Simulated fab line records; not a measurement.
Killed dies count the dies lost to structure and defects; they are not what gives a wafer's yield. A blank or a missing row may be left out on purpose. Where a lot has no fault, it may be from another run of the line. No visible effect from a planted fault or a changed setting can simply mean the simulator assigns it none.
fab line records | flow sky130
record: lots: 6 | wafers: 18 | last-day: 50
route steps=708 shown LDD_HVP@280 LDD_LDN@289
lots untouched by any fault: they come from a run of this same line in which no faults occurred
start-h: the number of hours between the record's first day and the start of the first shown wafer of the lot | wait-h: how many hours have passed since the lot's step before this one | " same as the row above | L1.1+2: one row covering several wafers at once | - either no value or no given start | * or withheld: withheld | < > ~ a bound
route shown NAME@n: a module of which the file shows steps, and the number in the route of the first | usual: average and standard deviation across the fault-free wafers | same: alike in all rows | chamber/n: place in a boat | sites: per-site readings | _std_site: their standard deviation | _edge_site: inner sites' mean taken away from outer sites' mean | radius-mm: for every site, how far away it sits from the centre of the wafer | mask NAME#n: copy n | behind: the last tool/chamber to shape the wafer | hold: reason for holding the lot/hours on hold/outcome of the hold | device: the transistor (n, p or np) that didn't switch | end of line: tests of these same wafers at the route's end | a step without rows: its recipe alone | killed: not the wafer's yield, but the dies lost to structure and defects at the first sort | map: the dies of a wafer, with x for killed, . for not killed, _ for no die there
set.NAME: setting as actually run; set.NAME@STEP: the setting as run at that earlier step | model.NAME: the simulator's own value behind a step, which no gauge read
a table for each step, a row for each wafer; lots at some steps of the route
services: when a tool's chamber went out of use (start-h, in hours from the record's first day, below 0 if earlier), for how many hours, and the reason
== steps ==
step: SKY_LDD_HVP_COAT_02
recipe: resist: NOVOLAK | spin-rpm: 3000 | resist-thk-nm: 300
step: SKY_LDD_HVP_SOFTBAKE_03
recipe: temp-c: 90 | time-s: 60 | resist: NOVOLAK
step: SKY_LDD_HVP_EXPOSE_04
recipe: mask-id: HVPTM | na: 0.6 | source-shape: conventional | sigma-outer: 0.6 | polarization: unpolarized | target-cd-nm: 700 | dose-mj: 86
step: SKY_LDD_HVP_PEB_05
recipe: temp-c: withheld | time-s: * | resist: NOVOLAK
step: SKY_LDD_HVP_DEVELOP_06
recipe: resist: NOVOLAK | developer: TMAH | develop-time-s: 60 | dev-temp-c: 23
step: SKY_LDD_HVP_OVL_MEAS_07
usual: LDD_HVP_OVL: -0.1/1.3
lot.wafer | tool       | chamber | start-h | wait-h | LDD_HVP_OVL[nm]
L466.1    | overlay-01 | -       | 550.76  | 0.1    | -2.4
L466.2    | "          | -       | "       | "      | -0.7
L466.4    | "          | -       | "       | "      | -1.6
L477.1    | overlay-02 | -       | 643.88  | 0.1    | 0.5
L477.2    | "          | -       | "       | "      | 1.8
L477.5    | "          | -       | "       | "      | -1.1
L481.1    | overlay-02 | -       | 664.52  | 0.1    | 0.0
L481.3    | "          | -       | "       | "      | 0.3
L481.6    | "          | -       | "       | "      | -1.8
L480.2    | overlay-01 | -       | 669.37  | 0.1    | 0.8
L480.3    | "          | -       | "       | "      | -2.0
L480.4    | "          | -       | "       | "      | -1.0
L482.1    | overlay-01 | -       | 673.72  | 0.1    | -0.9
L482.2    | "          | -       | "       | "      | -0.1
L482.5    | "          | -       | "       | "      | -2.5
L483.1    | overlay-01 | -       | 690.98  | 0.1    | -0.6
L483.3    | "          | -       | "       | "      | -0.2
L483.6    | "          | -       | "       | "      | -0.6
step: SKY_LDD_HVP_IMPLANT_08
recipe: species: B | energy-kev: 20 | dose-cm2: 1.683e+13 | tilt-deg: 17.9
step: SKY_LDD_HVP_STRIP_09
recipe: chemistry: O2/N2 | power-w: 1400 | pressure-mtorr: 1500 | platen-temp-c: withheld | o2-flow-sccm: 3000 | n2-flow-sccm: 300 | overash-fraction: 0.5
usual: drypump-motor-current-A: 5.56/0.26 | oes-product-au: 0.409/0.0049 | strip-time-to-endpoint-s: 4.134/0.016
lot.wafer | tool            | chamber | start-h | wait-h | drypump-motor-current-A | oes-product-au | rf-hours-counter-h | strip-time-to-endpoint-s
L466.1    | plasma-asher-03 | 1       | 550.94  | 0.1    | 5.74                    | 0.413          | 71                 | 4.126
L466.2    | "               | 0       | "       | "      | 5.25                    | 0.412          | 71                 | 4.125
L466.4    | "               | 1       | "       | "      | 5.78                    | 0.421          | -                  | 4.128
L477.1    | plasma-asher-04 | 1       | 644.07  | 0.1    | 5.93                    | 0.407          | 21                 | 4.134
L477.2    | "               | 0       | "       | "      | 5.66                    | 0.403          | 21                 | 4.147
L477.5    | "               | 0       | "       | "      | 5.65                    | 0.412          | -                  | 4.158
L481.1    | plasma-asher-03 | 1       | 664.70  | 0.1    | 5.78                    | 0.412          | 82                 | 4.125
L481.3    | "               | 1       | "       | "      | 5.78                    | 0.414          | -                  | 4.119
L481.6    | "               | 1       | "       | "      | 5.74                    | 0.400          | -                  | 4.129
L480.2    | plasma-asher-03 | 0       | 669.55  | 0.1    | 5.23                    | 0.404          | 83                 | 4.104
L480.3    | "               | 0       | "       | "      | 5.26                    | 0.400          | -                  | 4.098
L480.4    | "               | 1       | "       | "      | 5.74                    | 0.416          | -                  | 4.103
L482.1    | plasma-asher-03 | 1       | 673.90  | 0.1    | 5.72                    | 0.405          | 84                 | 4.125
L482.2    | "               | 0       | "       | "      | 5.28                    | 0.406          | 84                 | 4.129
L482.5    | "               | 0       | "       | "      | 5.26                    | 0.404          | -                  | 4.130
L483.1    | plasma-asher-04 | 1       | 691.17  | 0.1    | 5.97                    | 0.412          | 25                 | 4.122
L483.3    | "               | 0       | "       | "      | 5.66                    | 0.409          | -                  | 4.135
L483.6    | "               | 0       | "       | "      | 5.67                    | 0.414          | -                  | 4.120
step: SKY_LDD_HVP_TW_MEAS_10
usual: LDD_HVP_TW: 451/3.7
lot.wafer | tool          | chamber | start-h | wait-h | LDD_HVP_TW
L466.1    | film-metro-04 | -       | 551.04  | 0.1    | 450
L466.2    | "             | -       | "       | "      | 447
L466.4    | "             | -       | "       | "      | 453
L477.1    | film-metro-02 | -       | 644.17  | 0.1    | 450
L477.2    | "             | -       | "       | "      | 449
L477.5    | "             | -       | "       | "      | 449
L481.1    | film-metro-02 | -       | 664.80  | 0.1    | 449
L481.3    | "             | -       | "       | "      | 449
L481.6    | "             | -       | "       | "      | 451
L480.2    | film-metro-02 | -       | 669.66  | 0.1    | 447
L480.3    | "             | -       | "       | "      | 449
L480.4    | "             | -       | "       | "      | 450
L482.1    | film-metro-02 | -       | 674.00  | 0.1    | 447
L482.2    | "             | -       | "       | "      | 450
L482.5    | "             | -       | "       | "      | 448
L483.1    | film-metro-04 | -       | 691.27  | 0.1    | 451
L483.3    | "             | -       | "       | "      | 455
L483.6    | "             | -       | "       | "      | 455
step: SKY_LDD_LDN_DEHYDRATE_00
recipe: temp-c: 200 | time-s: 60
step: SKY_LDD_LDN_HMDS_01
recipe: prime-time-s: 60 | prime-temp-c: 120
step: SKY_LDD_LDN_COAT_02
recipe: resist: NOVOLAK | spin-rpm: 3000 | resist-thk-nm: 1140
step: SKY_LDD_LDN_SOFTBAKE_03
recipe: temp-c: 90 | time-s: 60 | resist: NOVOLAK
usual: chill-plate-temp-C: 23.03/0.1 | heater-power-total-W: 56.60/0.046 | plate-temp-C: 89.97/0.13
lot.wafer | tool           | chamber | start-h | wait-h | chill-plate-temp-C | heater-power-total-W | plate-temp-C
L466.1    | litho-track-01 | 0       | 566.18  | 0.1    | 22.97              | 56.62                | 89.93
L466.2    | "              | 0       | "       | "      | 23.12              | 56.63                | 90.21
L466.4    | "              | 0       | "       | "      | 23.08              | 56.60                | 90.10
L477.1    | litho-track-03 | 0       | 658.58  | 0.1    | 22.96              | 56.60                | 89.91
L477.2    | "              | 0       | "       | "      | 23.10              | 56.62                | 90.16
L477.5    | "              | 0       | "       | "      | 23.06              | 56.64                | 90.06
L481.1    | litho-track-03 | 0       | 679.13  | 0.1    | 23.02              | 53.33                | 86.35
L481.3    | "              | 0       | "       | "      | 23.14              | 53.37                | 86.42
L481.6    | "              | 0       | "       | "      | 22.94              | 53.35                | 86.27
L480.2    | litho-track-03 | 0       | 683.45  | 0.1    | 22.97              | 53.31                | 86.18
L480.3    | "              | 0       | "       | "      | 22.96              | 53.40                | 86.42
L480.4    | "              | 0       | "       | "      | 23.01              | 53.32                | 86.60
L482.1    | litho-track-04 | 0       | 687.62  | 0.1    | 22.92              | 56.59                | 89.91
L482.2    | "              | 0       | "       | "      | 23.08              | 56.61                | 90.11
L482.5    | "              | 0       | "       | "      | 22.87              | 56.58                | 89.96
L483.1    | litho-track-04 | 0       | 704.77  | 0.1    | 22.95              | 56.56                | 89.79
L483.3    | "              | 0       | "       | "      | 23.14              | 56.55                | 89.73
L483.6    | "              | 0       | "       | "      | 22.99              | 56.55                | 89.83
step: SKY_LDD_LDN_EXPOSE_04
recipe: mask-id: LDNTM | na: 0.6 | source-shape: conventional | sigma-outer: 0.6 | polarization: unpolarized | target-cd-nm: 700 | dose-mj: 140
step: SKY_LDD_LDN_PEB_05
recipe: temp-c: withheld | time-s: * | resist: NOVOLAK
step: SKY_LDD_LDN_DEVELOP_06
recipe: resist: NOVOLAK | developer: TMAH | develop-time-s: 60 | dev-temp-c: 23
usual: chill-plate-temp-C: 23.01/0.11
lot.wafer | tool           | chamber | start-h | wait-h | chill-plate-temp-C | model.NOVOLAK_of_LDD_LDN_COAT_02.thk-nm
L466.1    | litho-track-04 | 0       | 581.92  | 0.1    | 22.91              | 1145
L466.2    | "              | 0       | "       | "      | 22.92              | 1139
L466.4    | "              | 0       | "       | "      | 23.06              | 1143
L477.1    | litho-track-04 | 0       | 672.27  | 0.1    | 23.14              | 1137
L477.2    | "              | 0       | "       | "      | 22.98              | 1136
L477.5    | "              | 0       | "       | "      | 22.97              | 1133
L481.1    | litho-track-01 | 0       | 693.13  | 0.1    | 22.91              | 1148
L481.3    | "              | 0       | "       | "      | 23.02              | 1148
L481.6    | "              | 0       | "       | "      | 23.00              | 1146
L480.2    | litho-track-01 | 0       | 697.35  | 0.1    | 22.98              | 1156
L480.3    | "              | 0       | "       | "      | 22.88              | 1150
L480.4    | "              | 0       | "       | "      | 22.88              | 1152
L482.1    | litho-track-03 | 0       | 701.28  | 0.1    | 22.96              | 1134
L482.2    | "              | 0       | "       | "      | 23.00              | 1136
L482.5    | "              | 0       | "       | "      | 22.99              | 1139
L483.1    | litho-track-01 | 0       | 718.68  | 0.1    | 23.15              | 1141
L483.3    | "              | 0       | "       | "      | 23.22              | 1142
L483.6    | "              | 0       | "       | "      | 23.14              | 1143
step: SKY_LDD_LDN_OVL_MEAS_07
usual: LDD_LDN_OVL: 1.1/1.7
lot.wafer | tool       | chamber | start-h | wait-h | LDD_LDN_OVL[nm]
L466.1    | overlay-01 | -       | 582.07  | 0.1    | 1.4
L466.2    | "          | -       | "       | "      | 1.8
L466.4    | "          | -       | "       | "      | 2.9
L477.1    | overlay-02 | -       | 672.42  | 0.1    | -0.1
L477.2    | "          | -       | "       | "      | -0.9
L477.5    | "          | -       | "       | "      | 1.4
L481.1    | overlay-01 | -       | 693.28  | 0.1    | 2.1
L481.3    | "          | -       | "       | "      | 0.4
L481.6    | "          | -       | "       | "      | 1.7
L480.2    | overlay-02 | -       | 697.48  | 0.1    | 0.1
L480.3    | "          | -       | "       | "      | 0.5
L480.4    | "          | -       | "       | "      | 1.1
L482.1    | overlay-02 | -       | 701.43  | 0.1    | -0.5
L482.2    | "          | -       | "       | "      | -1.3
L482.5    | "          | -       | "       | "      | 0.8
L483.1    | overlay-02 | -       | 718.83  | 0.1    | -1.2
L483.3    | "          | -       | "       | "      | -0.5
L483.6    | "          | -       | "       | "      | 1.4
step: SKY_LDD_LDN_IMPLANT_08
recipe: species: As | energy-kev: 15 | dose-cm2: 1.25e+13 | tilt-deg: withheld | rotation-deg: 23
step: SKY_LDD_LDN_IMPLANT_09
recipe: species: As | energy-kev: 15 | dose-cm2: 1.25e+13 | tilt-deg: withheld | rotation-deg: 113
step: SKY_LDD_LDN_IMPLANT_10
recipe: species: As | energy-kev: 15 | dose-cm2: 1.25e+13 | tilt-deg: withheld | rotation-deg: 203
step: SKY_LDD_LDN_IMPLANT_11
recipe: species: As | energy-kev: 15 | dose-cm2: 1.25e+13 | tilt-deg: withheld | rotation-deg: 293
step: SKY_LDD_LDN_STRIP_12
recipe: chemistry: O2/N2 | power-w: 1400 | pressure-mtorr: 1500 | platen-temp-c: withheld | o2-flow-sccm: 3000 | n2-flow-sccm: 300 | overash-fraction: 0.5
usual: drypump-motor-current-A: 5.60/0.22 | oes-product-au: 0.715/0.004 | strip-time-to-endpoint-s: 14.16/0.037
lot.wafer | tool            | chamber | start-h | wait-h | drypump-motor-current-A | oes-product-au | rf-hours-counter-h | strip-time-to-endpoint-s
L466.1    | plasma-asher-03 | 0       | 582.70  | 0.1    | 5.27                    | 0.716          | 74                 | 14.24
L466.2    | "               | 1       | "       | "      | 5.78                    | 0.711          | 74                 | 14.17
L466.4    | "               | 1       | "       | "      | 5.77                    | 0.716          | -                  | 14.21
L477.1    | plasma-asher-03 | 1       | 673.10  | 0.2    | 5.76                    | 0.721          | 84                 | 14.15
L477.2    | "               | 0       | "       | "      | 5.25                    | 0.721          | 84                 | 14.15
L477.5    | "               | 1       | "       | "      | 5.75                    | 0.715          | -                  | 14.09
L481.1    | plasma-asher-01 | 1       | 693.91  | 0.1    | 5.45                    | 0.715          | 58                 | 14.27
L481.3    | "               | 1       | "       | "      | 5.45                    | 0.717          | -                  | 14.26
L481.6    | "               | 1       | "       | "      | 5.45                    | 0.711          | -                  | 14.24
L480.2    | plasma-asher-01 | 1       | 698.11  | 0.1    | 5.46                    | 0.719          | 59                 | 14.32
L480.3    | "               | 0       | "       | "      | 5.55                    | 0.716          | -                  | 14.32
L480.4    | "               | 1       | "       | "      | 5.45                    | 0.716          | -                  | 14.30
L482.1    | plasma-asher-04 | 0       | 702.07  | 0.1    | 5.64                    | 0.715          | 26                 | 14.11
L482.2    | "               | 1       | "       | "      | 5.93                    | 0.713          | 26                 | 14.13
L482.5    | "               | 0       | "       | "      | 5.65                    | 0.718          | -                  | 14.17
L483.1    | plasma-asher-01 | 1       | 719.46  | 0.1    | 5.46                    | 0.721          | 61                 | 14.21
L483.3    | "               | 0       | "       | "      | 5.57                    | 0.721          | -                  | 14.20
L483.6    | "               | 1       | "       | "      | 5.45                    | 0.712          | -                  | 14.21
step: SKY_LDD_LDN_TW_MEAS_13
usual: LDD_LDN_TW: 1467/10
lot.wafer | tool          | chamber | start-h | wait-h | LDD_LDN_TW
L466.1    | film-metro-03 | -       | 582.80  | 0.1    | 1477
L466.2    | "             | -       | "       | "      | 1479
L466.4    | "             | -       | "       | "      | 1480
L477.1    | film-metro-04 | -       | 673.20  | 0.1    | 1480
L477.2    | "             | -       | "       | "      | 1485
L477.5    | "             | -       | "       | "      | 1483
L481.1    | film-metro-02 | -       | 694.01  | 0.1    | 1453
L481.3    | "             | -       | "       | "      | 1450
L481.6    | "             | -       | "       | "      | 1450
L480.2    | film-metro-02 | -       | 698.22  | 0.1    | 1457
L480.3    | "             | -       | "       | "      | 1459
L480.4    | "             | -       | "       | "      | 1460
L482.1    | film-metro-02 | -       | 702.17  | 0.1    | 1470
L482.2    | "             | -       | "       | "      | 1458
L482.5    | "             | -       | "       | "      | 1468
L483.1    | film-metro-02 | -       | 719.56  | 0.1    | 1457
L483.3    | "             | -       | "       | "      | 1459
L483.6    | "             | -       | "       | "      | 1452
== services ==
tool            | chamber | start-h | hours | kind
plasma-asher-04 | -       | 655.73  | 2.9   | repair
plasma-asher-01 | -       | 666.92  | 6.6   | repair
plasma-asher-04 | -       | 672.43  | 0.8   | repair
== key ==
first-sign: step: SKY_LDD_LDN_SOFTBAKE_03 | reading: heater-power-total-W | direction: down | sigmas: 70 | usual: * | struck: *
effect: step: SKY_LDD_LDN_SOFTBAKE_03 | reading: plate-temp-C | direction: down | sigmas: 27 | usual: * | struck: *
effect: step: SKY_LDD_LDN_STRIP_12 | reading: strip-time-to-endpoint-s | direction: up | sigmas: 3.2 | usual: * | struck: *
model-effect: step: SKY_LDD_LDN_DEVELOP_06 | value: NOVOLAK_of_LDD_LDN_COAT_02.thk-nm | without: 1138 | struck: 1150
met-at SKY_LDD_LDN_SOFTBAKE_03
struck-wafers L480.2,L480.3,L480.4,L481.1,L481.3,L481.6
tester-left-out L480,L481
onset-between 658.58 679.13
fault: kind: process-parameter-drift | tool: litho-track-03 | chamber: - | onset-h: 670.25 | steps: SKY_LDD_LDN_SOFTBAKE_03 | channel: temp-c | offset: * | shape: step | end-h: 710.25 | acts-in: * | stated: *
tester-left-out: of these lots the tester's yield and bins aren't shown, on N5 and GAA mostly nor the transistor test; their killed dies are dies lost to structure and defects alone, not to doping, threshold or leakage, so they don't give the yield
